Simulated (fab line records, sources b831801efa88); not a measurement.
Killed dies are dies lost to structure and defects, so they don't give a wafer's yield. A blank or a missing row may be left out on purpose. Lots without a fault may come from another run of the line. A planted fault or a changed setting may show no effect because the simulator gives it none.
Chamber matching | flow sky130 | SKY_CAP2M_CVD_00 on pecvd-01: 3 sister chambers
The step deposits SiO2, target thk 15.5 nm. 20 wafers are shown with their chamber, then 10 later ones without.

WAFERS WITH THEIR CHAMBER
wafer  | chamber | heater_power_w (W)
L076.1 | 1       | 744
L076.4 | 2       | 657
L076.6 | 0       | 734
L075.1 | 2       | 757
L075.3 | 0       | 619
L075.4 | 2       | 742
L078.1 | 0       | 690
L078.4 | 0       | 689
L078.6 | 2       | 798
L080.3 | 2       | 819
L080.5 | 1       | 719
L080.6 | 2       | 831
L081.3 | 1       | 749
L081.4 | 2       | 782
L081.6 | 0       | 706
L084.2 | 0       | 664
L084.3 | 2       | 751
L084.6 | 0       | 653
L086.2 | 2       | 801
L086.4 | 2       | 795

SIGNATURES (means of the wafers above)
reading        | chamber 0 | chamber 1 | chamber 2 | scatter within a chamber
heater_power_w | 679.29    | 737.33    | 773.30    | 43.1
Rule: a wafer's distance from a chamber is the root of the sum, over the readings, of the square of ((its reading less the chamber's mean) divided by the reading's scatter). The wafer belongs to the nearest chamber; if the next one is less than 2 further off, it can't be placed. The scatter: the root of (the sum of the squares of (reading less its chamber's mean) over the shown wafers, divided by (wafers less chambers)).

WAFERS WITHOUT THEIR CHAMBER
wafer  | heater_power_w (W)
L086.6 | 738
L093.1 | 745
L093.3 | 669
L093.6 | 734
L096.3 | 685
L096.5 | 835
L096.6 | 680
L097.2 | 751
L097.3 | 647
L097.6 | 712

WHICH CHAMBER EACH WENT THROUGH
wafer  | from the rows above          | in truth
L086.6 | can't be placed: 1 or 2 or 0 | 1
L093.1 | can't be placed: 1 or 2 or 0 | 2
L093.3 | can't be placed: 0 or 1      | 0
L093.6 | can't be placed: 1 or 2 or 0 | 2
L096.3 | can't be placed: 0 or 1 or 2 | 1
L096.5 | can't be placed: 2 or 1      | 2
L096.6 | can't be placed: 0 or 1      | 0
L097.2 | can't be placed: 1 or 2 or 0 | 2
L097.3 | can't be placed: 0 or 1      | 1
L097.6 | can't be placed: 1 or 0 or 2 | 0
Placed correctly: 0 of 10. Can't be placed from these rows: 10 (the true chamber is among the candidates in 10). Placed wrongly: 0.
